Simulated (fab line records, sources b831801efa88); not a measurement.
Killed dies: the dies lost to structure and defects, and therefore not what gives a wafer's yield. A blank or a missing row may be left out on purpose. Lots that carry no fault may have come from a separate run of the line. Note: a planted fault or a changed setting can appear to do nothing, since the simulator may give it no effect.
fab line records / flow gf180mcu / part 2 of 2: steps 28 to 40 of 40
record lots=5 wafers=15 lastDay=34
route steps=602 shown DUAL_GATE@152 POLY_GATE@157 HV_LDD@176
lots that met no fault: from a run of the same line without faults
startH: hours from the record's first day to the start of the lot's first wafer shown / waitH: time in hours since the lot's previous step / " same as the row above / L1.1+2: one row covering several wafers at once / - no value present, or no start provided / * or withheld: withheld / < > ~ a bound
route shown NAME@n: names a module that has steps shown in the file, with the first one's number in the route / usual: mean/standard deviation of fault-free wafers / same: alike in all rows / chamber/n: place in a boat / sites: readings site by site / _std_site: how widely they spread, as a standard deviation / _edge_site: the outer-site mean with the inner-site mean subtracted / radiusMm: how far each site lies from the wafer's centre / mask NAME#n: copy n / behind: the last tool/chamber to shape the wafer / hold: why the lot was held/for how many hours/how that ended / device: the n, p or np transistor that did not switch / end of line: tests of these same wafers at the route's end / step lacking rows: just its recipe / killed: not the wafer's yield, but the dies lost to structure and defects at the first sort / map: shows each die of a wafer: x if killed, . if not, _ if none is there
set.NAME: the setting as run; set.NAME@STEP: as run at that earlier step / model.NAME: the simulator's own value behind a step, which no gauge read
a table for each step, a row for each wafer; lots at some steps of the route
services: the hour from which a tool's chamber was out of use, counted from the record's first day as startH (under 0 if before that day), plus the number of hours and why
## steps
# step GF_HV_LDD_SOFTBAKE_03
# recipe tempC=90 timeS=60 resist=NOVOLAK
lot.wafer=L084.2+3+4 tool=lithoTrack-01 chamber=0 startH=280.68 waitH=0.1
lot.wafer=L086.3+4+6 tool=lithoTrack-03 chamber=0 startH=295.55 waitH=0.1
lot.wafer=L091.2+4+6 tool=lithoTrack-04 chamber=0 startH=345.15 waitH=0.1
lot.wafer=L094.1+3+6 tool=lithoTrack-04 chamber=0 startH=360.52 waitH=0.1
lot.wafer=L095.4+5+6 tool=lithoTrack-04 chamber=0 startH=371.50 waitH=0.1
# step GF_HV_LDD_EXPOSE_04
# recipe maskId=Nplus_LV_AREA targetCdNm=400 na=0.6 sourceShape=conventional sigmaOuter=0.6 doseMj=140
# usual focusOffsetNm=0.0/0.49
lot.wafer=L084.2 tool=ilineStepper-02 chamber=0 startH=- waitH=- mask=Nplus_LV_AREA#0 focusOffsetNm=-0.7
lot.wafer=L084.3 tool=ilineStepper-02 chamber=0 startH=- waitH=- mask=Nplus_LV_AREA#0 focusOffsetNm=0.3
lot.wafer=L084.4 tool=ilineStepper-02 chamber=0 startH=- waitH=- mask=Nplus_LV_AREA#0 focusOffsetNm=0.4
lot.wafer=L086.3 tool=ilineStepper-01 chamber=0 startH=- waitH=- mask=Nplus_LV_AREA#0 focusOffsetNm=0.0
lot.wafer=L086.4 tool=ilineStepper-01 chamber=0 startH=- waitH=- mask=Nplus_LV_AREA#0 focusOffsetNm=0.0
lot.wafer=L086.6 tool=ilineStepper-01 chamber=0 startH=- waitH=- mask=Nplus_LV_AREA#0 focusOffsetNm=-1.0
lot.wafer=L091.2 tool=ilineStepper-01 chamber=0 startH=- waitH=- mask=Nplus_LV_AREA#0 focusOffsetNm=-0.1
lot.wafer=L091.4 tool=ilineStepper-01 chamber=0 startH=- waitH=- mask=Nplus_LV_AREA#0 focusOffsetNm=0.0
lot.wafer=L091.6 tool=ilineStepper-01 chamber=0 startH=- waitH=- mask=Nplus_LV_AREA#0 focusOffsetNm=-0.3
lot.wafer=L094.1 tool=ilineStepper-01 chamber=0 startH=- waitH=- mask=Nplus_LV_AREA#0 focusOffsetNm=0.0
lot.wafer=L094.3 tool=ilineStepper-01 chamber=0 startH=- waitH=- mask=Nplus_LV_AREA#0 focusOffsetNm=-0.4
lot.wafer=L094.6 tool=ilineStepper-01 chamber=0 startH=- waitH=- mask=Nplus_LV_AREA#0 focusOffsetNm=-0.1
lot.wafer=L095.4 tool=ilineStepper-02 chamber=0 startH=- waitH=- mask=Nplus_LV_AREA#0 focusOffsetNm=0.4
lot.wafer=L095.5 tool=ilineStepper-02 chamber=0 startH=- waitH=- mask=Nplus_LV_AREA#0 focusOffsetNm=-0.2
lot.wafer=L095.6 tool=ilineStepper-02 chamber=0 startH=- waitH=- mask=Nplus_LV_AREA#0 focusOffsetNm=0.7
# step GF_HV_LDD_PEB_05
# recipe tempC=withheld timeS=* resist=NOVOLAK
lot.wafer=L084.2+3+4 tool=lithoTrack-04 chamber=0 startH=- waitH=-
lot.wafer=L086.3+4+6 tool=lithoTrack-03 chamber=0 startH=- waitH=-
lot.wafer=L091.2+4+6 tool=lithoTrack-01 chamber=0 startH=- waitH=-
lot.wafer=L094.1+3+6 tool=lithoTrack-04 chamber=0 startH=- waitH=-
lot.wafer=L095.4+5+6 tool=lithoTrack-03 chamber=0 startH=- waitH=-
# step GF_HV_LDD_DEVELOP_06
# recipe developTimeS=60 devTempC=23
lot.wafer=L084.2+3+4 tool=lithoTrack-04 chamber=0 startH=290.15 waitH=0.1
lot.wafer=L086.3+4+6 tool=lithoTrack-03 chamber=0 startH=306.10 waitH=0.1
lot.wafer=L091.2+4+6 tool=lithoTrack-01 chamber=0 startH=355.68 waitH=0.1
lot.wafer=L094.1+3+6 tool=lithoTrack-04 chamber=0 startH=371.72 waitH=0.1
lot.wafer=L095.4+5+6 tool=lithoTrack-03 chamber=0 startH=381.87 waitH=0.1
# step GF_HV_LDD_CD_MEAS_07
# recipe targetCdNm=400
# usual cdNm=400.8/2.5
lot.wafer=L084.2 tool=cdSem-01 chamber=- startH=290.29 waitH=0.1 cdNm=401.4
lot.wafer=L084.3 tool=cdSem-01 chamber=- startH=290.29 waitH=0.1 cdNm=403.0
lot.wafer=L084.4 tool=cdSem-01 chamber=- startH=290.29 waitH=0.1 cdNm=402.3
lot.wafer=L086.3 tool=cdSem-02 chamber=- startH=306.24 waitH=0.1 cdNm=399.0
lot.wafer=L086.4 tool=cdSem-02 chamber=- startH=306.24 waitH=0.1 cdNm=401.0
lot.wafer=L086.6 tool=cdSem-02 chamber=- startH=306.24 waitH=0.1 cdNm=398.1
lot.wafer=L091.2 tool=cdSem-02 chamber=- startH=355.82 waitH=0.1 cdNm=397.7
lot.wafer=L091.4 tool=cdSem-02 chamber=- startH=355.82 waitH=0.1 cdNm=400.1
lot.wafer=L091.6 tool=cdSem-02 chamber=- startH=355.82 waitH=0.1 cdNm=399.5
lot.wafer=L094.1 tool=cdSem-02 chamber=- startH=371.87 waitH=0.1 cdNm=397.0
lot.wafer=L094.3 tool=cdSem-02 chamber=- startH=371.87 waitH=0.1 cdNm=395.8
lot.wafer=L094.6 tool=cdSem-02 chamber=- startH=371.87 waitH=0.1 cdNm=394.8
lot.wafer=L095.4 tool=cdSem-02 chamber=- startH=382.00 waitH=0.1 cdNm=396.9
lot.wafer=L095.5 tool=cdSem-02 chamber=- startH=382.00 waitH=0.1 cdNm=396.3
lot.wafer=L095.6 tool=cdSem-02 chamber=- startH=382.00 waitH=0.1 cdNm=397.1
# step GF_HV_LDD_OVL_MEAS_08
# usual HV_LDD_OVL=1.7/1.5
lot.wafer=L084.2 tool=overlay-01 chamber=- startH=290.40 waitH=0.1 HV_LDD_OVL[nm]=3.4
lot.wafer=L084.3 tool=overlay-01 chamber=- startH=290.40 waitH=0.1 HV_LDD_OVL[nm]=3.4
lot.wafer=L084.4 tool=overlay-01 chamber=- startH=290.40 waitH=0.1 HV_LDD_OVL[nm]=3.6
lot.wafer=L086.3 tool=overlay-01 chamber=- startH=306.33 waitH=0.1 HV_LDD_OVL[nm]=1.7
lot.wafer=L086.4 tool=overlay-01 chamber=- startH=306.33 waitH=0.1 HV_LDD_OVL[nm]=4.3
lot.wafer=L086.6 tool=overlay-01 chamber=- startH=306.33 waitH=0.1 HV_LDD_OVL[nm]=3.6
lot.wafer=L091.2 tool=overlay-01 chamber=- startH=355.93 waitH=0.1 HV_LDD_OVL[nm]=0.6
lot.wafer=L091.4 tool=overlay-01 chamber=- startH=355.93 waitH=0.1 HV_LDD_OVL[nm]=2.2
lot.wafer=L091.6 tool=overlay-01 chamber=- startH=355.93 waitH=0.1 HV_LDD_OVL[nm]=0.6
lot.wafer=L094.1 tool=overlay-02 chamber=- startH=371.99 waitH=0.1 HV_LDD_OVL[nm]=0.4
lot.wafer=L094.3 tool=overlay-02 chamber=- startH=371.99 waitH=0.1 HV_LDD_OVL[nm]=-1.1
lot.wafer=L094.6 tool=overlay-02 chamber=- startH=371.99 waitH=0.1 HV_LDD_OVL[nm]=-1.4
lot.wafer=L095.4 tool=overlay-02 chamber=- startH=382.08 waitH=0.1 HV_LDD_OVL[nm]=0.4
lot.wafer=L095.5 tool=overlay-02 chamber=- startH=382.08 waitH=0.1 HV_LDD_OVL[nm]=3.5
lot.wafer=L095.6 tool=overlay-02 chamber=- startH=382.08 waitH=0.1 HV_LDD_OVL[nm]=3.1
# step GF_HV_LDD_IMPLANT_09
# recipe species=As energyKev=40 doseCm2=1e+14 tiltDeg=7
# usual beamOnS=10.00/0.21
lot.wafer=L084.2 tool=implanter-01 chamber=0 startH=290.45 waitH=0.0 beamOnS=9.96
lot.wafer=L084.3 tool=implanter-01 chamber=0 startH=290.45 waitH=0.0 beamOnS=9.93
lot.wafer=L084.4 tool=implanter-01 chamber=0 startH=290.45 waitH=0.0 beamOnS=10.05
lot.wafer=L086.3 tool=implanter-01 chamber=0 startH=306.40 waitH=0.1 beamOnS=10.29
lot.wafer=L086.4 tool=implanter-01 chamber=0 startH=306.40 waitH=0.1 beamOnS=9.84
lot.wafer=L086.6 tool=implanter-01 chamber=0 startH=306.40 waitH=0.1 beamOnS=10.00
lot.wafer=L091.2 tool=implanter-03 chamber=0 startH=355.98 waitH=0.0 beamOnS=10.16
lot.wafer=L091.4 tool=implanter-03 chamber=0 startH=355.98 waitH=0.0 beamOnS=9.75
lot.wafer=L091.6 tool=implanter-03 chamber=0 startH=355.98 waitH=0.0 beamOnS=9.85
lot.wafer=L094.1 tool=implanter-02 chamber=0 startH=372.03 waitH=0.0 beamOnS=10.38
lot.wafer=L094.3 tool=implanter-02 chamber=0 startH=372.03 waitH=0.0 beamOnS=9.80
lot.wafer=L094.6 tool=implanter-02 chamber=0 startH=372.03 waitH=0.0 beamOnS=9.96
lot.wafer=L095.4 tool=implanter-02 chamber=0 startH=382.18 waitH=0.1 beamOnS=10.11
lot.wafer=L095.5 tool=implanter-02 chamber=0 startH=382.18 waitH=0.1 beamOnS=9.84
lot.wafer=L095.6 tool=implanter-02 chamber=0 startH=382.18 waitH=0.1 beamOnS=10.16
# step GF_HV_LDD_STRIP_10
# recipe chemistry=O2/N2 powerW=1400 pressureMtorr=1500 platenTempC=250 o2FlowSccm=3000 n2FlowSccm=300 overashFraction=0.5
# usual drypumpMotorCurrentA=5.9/0.32 heaterPowerW=341/31 n2FlowSccm=300.0/0.88 oesProductAu=0.716/0.0044 stripTimeToEndpointS=12.63/0.037
lot.wafer=L084.2 tool=plasmaAsher-01 chamber=0 startH=290.58 waitH=0.1 drypumpMotorCurrentA=5.8 heaterPowerW=305 n2FlowSccm=300.9 oesProductAu=0.722 rfHoursCounterH=62 stripTimeToEndpointS=12.66
lot.wafer=L084.3 tool=plasmaAsher-01 chamber=1 startH=290.58 waitH=0.1 drypumpMotorCurrentA=5.4 heaterPowerW=365 n2FlowSccm=300.0 oesProductAu=0.727 rfHoursCounterH=- stripTimeToEndpointS=12.63
lot.wafer=L084.4 tool=plasmaAsher-01 chamber=0 startH=290.58 waitH=0.1 drypumpMotorCurrentA=5.8 heaterPowerW=287 n2FlowSccm=300.7 oesProductAu=0.713 rfHoursCounterH=- stripTimeToEndpointS=12.63
lot.wafer=L086.3 tool=plasmaAsher-04 chamber=1 startH=306.54 waitH=0.1 drypumpMotorCurrentA=6.2 heaterPowerW=313 n2FlowSccm=298.0 oesProductAu=0.716 rfHoursCounterH=- stripTimeToEndpointS=12.61
lot.wafer=L086.4 tool=plasmaAsher-04 chamber=0 startH=306.54 waitH=0.1 drypumpMotorCurrentA=5.8 heaterPowerW=358 n2FlowSccm=300.0 oesProductAu=0.713 rfHoursCounterH=- stripTimeToEndpointS=12.59
lot.wafer=L086.6 tool=plasmaAsher-04 chamber=0 startH=306.54 waitH=0.1 drypumpMotorCurrentA=5.8 heaterPowerW=352 n2FlowSccm=300.9 oesProductAu=0.719 rfHoursCounterH=- stripTimeToEndpointS=12.56
lot.wafer=L091.2 tool=plasmaAsher-04 chamber=1 startH=356.11 waitH=0.1 drypumpMotorCurrentA=6.2 heaterPowerW=314 n2FlowSccm=297.7 oesProductAu=0.715 rfHoursCounterH=72 stripTimeToEndpointS=12.63
lot.wafer=L091.4 tool=plasmaAsher-04 chamber=1 startH=356.11 waitH=0.1 drypumpMotorCurrentA=6.2 heaterPowerW=313 n2FlowSccm=298.3 oesProductAu=0.720 rfHoursCounterH=- stripTimeToEndpointS=12.63
lot.wafer=L091.6 tool=plasmaAsher-04 chamber=1 startH=356.11 waitH=0.1 drypumpMotorCurrentA=6.2 heaterPowerW=322 n2FlowSccm=298.9 oesProductAu=0.714 rfHoursCounterH=- stripTimeToEndpointS=12.63
lot.wafer=L094.1 tool=plasmaAsher-03 chamber=1 startH=372.18 waitH=0.1 drypumpMotorCurrentA=6.3 heaterPowerW=371 n2FlowSccm=300.3 oesProductAu=0.716 rfHoursCounterH=27 stripTimeToEndpointS=12.63
lot.wafer=L094.3 tool=plasmaAsher-03 chamber=1 startH=372.18 waitH=0.1 drypumpMotorCurrentA=6.3 heaterPowerW=377 n2FlowSccm=300.1 oesProductAu=0.714 rfHoursCounterH=- stripTimeToEndpointS=12.62
lot.wafer=L094.6 tool=plasmaAsher-03 chamber=0 startH=372.18 waitH=0.1 drypumpMotorCurrentA=5.7 heaterPowerW=329 n2FlowSccm=300.2 oesProductAu=0.716 rfHoursCounterH=- stripTimeToEndpointS=12.68
lot.wafer=L095.4 tool=plasmaAsher-03 chamber=1 startH=382.28 waitH=0.1 drypumpMotorCurrentA=6.4 heaterPowerW=388 n2FlowSccm=300.8 oesProductAu=0.718 rfHoursCounterH=- stripTimeToEndpointS=12.60
lot.wafer=L095.5 tool=plasmaAsher-03 chamber=0 startH=382.28 waitH=0.1 drypumpMotorCurrentA=5.8 heaterPowerW=331 n2FlowSccm=301.5 oesProductAu=0.722 rfHoursCounterH=- stripTimeToEndpointS=12.69
lot.wafer=L095.6 tool=plasmaAsher-03 chamber=1 startH=382.28 waitH=0.1 drypumpMotorCurrentA=6.4 heaterPowerW=379 n2FlowSccm=301.6 oesProductAu=0.714 rfHoursCounterH=- stripTimeToEndpointS=12.57
# step GF_HV_LDD_TW_MEAS_11
# usual HV_LDD_TW=2409/19
lot.wafer=L084.2 tool=filmMetro-04 chamber=- startH=290.69 waitH=0.1 HV_LDD_TW=2386
lot.wafer=L084.3 tool=filmMetro-04 chamber=- startH=290.69 waitH=0.1 HV_LDD_TW=2386
lot.wafer=L084.4 tool=filmMetro-04 chamber=- startH=290.69 waitH=0.1 HV_LDD_TW=2390
lot.wafer=L086.3 tool=filmMetro-04 chamber=- startH=306.62 waitH=0.1 HV_LDD_TW=2388
lot.wafer=L086.4 tool=filmMetro-04 chamber=- startH=306.62 waitH=0.1 HV_LDD_TW=2394
lot.wafer=L086.6 tool=filmMetro-04 chamber=- startH=306.62 waitH=0.1 HV_LDD_TW=2391
lot.wafer=L091.2 tool=filmMetro-04 chamber=- startH=356.22 waitH=0.1 HV_LDD_TW=2388
lot.wafer=L091.4 tool=filmMetro-04 chamber=- startH=356.22 waitH=0.1 HV_LDD_TW=2388
lot.wafer=L091.6 tool=filmMetro-04 chamber=- startH=356.22 waitH=0.1 HV_LDD_TW=2383
lot.wafer=L094.1 tool=filmMetro-01 chamber=- startH=372.28 waitH=0.1 HV_LDD_TW=2418
lot.wafer=L094.3 tool=filmMetro-01 chamber=- startH=372.28 waitH=0.1 HV_LDD_TW=2417
lot.wafer=L094.6 tool=filmMetro-01 chamber=- startH=372.28 waitH=0.1 HV_LDD_TW=2417
lot.wafer=L095.4 tool=filmMetro-03 chamber=- startH=382.38 waitH=0.1 HV_LDD_TW=2417
lot.wafer=L095.5 tool=filmMetro-03 chamber=- startH=382.38 waitH=0.1 HV_LDD_TW=2407
lot.wafer=L095.6 tool=filmMetro-03 chamber=- startH=382.38 waitH=0.1 HV_LDD_TW=2408
# step GF_HV_LDD_DEHYDRATE_12
# recipe tempC=200 timeS=60
lot.wafer=L084.2+3+4 tool=lithoTrack-04 chamber=0 startH=299.75 waitH=9.0
lot.wafer=L086.3+4+6 tool=lithoTrack-03 chamber=0 startH=316.05 waitH=9.4
lot.wafer=L091.2+4+6 tool=lithoTrack-01 chamber=0 startH=365.73 waitH=9.5
lot.wafer=L094.1+3+6 tool=lithoTrack-01 chamber=0 startH=382.20 waitH=9.9
lot.wafer=L095.4+5+6 tool=lithoTrack-03 chamber=0 startH=393.42 waitH=11.0
# step GF_HV_LDD_HMDS_13
# recipe primeTimeS=60 primeTempC=120
lot.wafer=L084.2+3+4 tool=lithoTrack-04 chamber=0 startH=299.90 waitH=0.1
lot.wafer=L086.3+4+6 tool=lithoTrack-03 chamber=0 startH=316.20 waitH=0.1
lot.wafer=L091.2+4+6 tool=lithoTrack-01 chamber=0 startH=365.88 waitH=0.1
lot.wafer=L094.1+3+6 tool=lithoTrack-01 chamber=0 startH=382.35 waitH=0.1
lot.wafer=L095.4+5+6 tool=lithoTrack-03 chamber=0 startH=393.57 waitH=0.1
# step GF_HV_LDD_COAT_14
# recipe resist=NOVOLAK spinRpm=3000 resistThkNm=1000
lot.wafer=L084.2+3+4 tool=lithoTrack-04 chamber=0 startH=300.05 waitH=0.1
lot.wafer=L086.3+4+6 tool=lithoTrack-03 chamber=0 startH=316.35 waitH=0.1
lot.wafer=L091.2+4+6 tool=lithoTrack-01 chamber=0 startH=366.03 waitH=0.1
lot.wafer=L094.1+3+6 tool=lithoTrack-01 chamber=0 startH=382.50 waitH=0.1
lot.wafer=L095.4+5+6 tool=lithoTrack-03 chamber=0 startH=393.72 waitH=0.1
# step GF_HV_LDD_SOFTBAKE_15
# recipe tempC=90 timeS=60 resist=NOVOLAK
lot.wafer=L084.2+3+4 tool=lithoTrack-04 chamber=0 startH=300.20 waitH=0.1
lot.wafer=L086.3+4+6 tool=lithoTrack-03 chamber=0 startH=316.50 waitH=0.1
lot.wafer=L091.2+4+6 tool=lithoTrack-01 chamber=0 startH=366.18 waitH=0.1
lot.wafer=L094.1+3+6 tool=lithoTrack-01 chamber=0 startH=382.65 waitH=0.1
lot.wafer=L095.4+5+6 tool=lithoTrack-03 chamber=0 startH=393.87 waitH=0.1
## services
tool=krfScanner-01 chamber=- startH=231.75 hours=3.8 kind=repair
tool=furnace-01 chamber=- startH=238.14 hours=2.3 kind=repair
tool=plasmaAsher-03 chamber=- startH=240.12 hours=0.8 kind=repair
tool=krfScanner-01 chamber=- startH=246.80 hours=1.3 kind=pm
tool=plasmaAsher-03 chamber=- startH=268.58 hours=0.4 kind=repair
tool=ilineStepper-01 chamber=- startH=268.60 hours=1.7 kind=pm
tool=krfScanner-01 chamber=- startH=270.62 hours=1.0 kind=pm
tool=furnace-01 chamber=- startH=280.32 hours=1.6 kind=pm
tool=furnace-01 chamber=- startH=281.89 hours=4.2 kind=pm
tool=plasmaAsher-01 chamber=- startH=282.28 hours=2.1 kind=repair
tool=furnace-02 chamber=- startH=286.20 hours=3.3 kind=pm
tool=krfScanner-01 chamber=- startH=298.13 hours=0.8 kind=pm
tool=rieSi-02 chamber=3 startH=303.26 hours=2.3 kind=repair
tool=furnace-02 chamber=- startH=305.10 hours=89.2 kind=repair
tool=lpcvd-02 chamber=- startH=306.03 hours=0.8 kind=pm
tool=lpcvd-02 chamber=- startH=335.71 hours=0.2 kind=repair
tool=rieDiel-03 chamber=2 startH=340.03 hours=27.1 kind=repair
tool=rieDiel-03 chamber=0 startH=349.12 hours=2.9 kind=repair
tool=plasmaAsher-02 chamber=- startH=354.12 hours=2.8 kind=pm
tool=rieDiel-03 chamber=3 startH=370.09 hours=6.8 kind=repair
tool=ilineStepper-01 chamber=- startH=371.50 hours=1.3 kind=repair
tool=ilineStepper-01 chamber=- startH=377.79 hours=8.9 kind=pm
tool=wetBench-03 chamber=- startH=378.10 hours=3.5 kind=repair
tool=plasmaAsher-03 chamber=- startH=391.87 hours=0.7 kind=repair
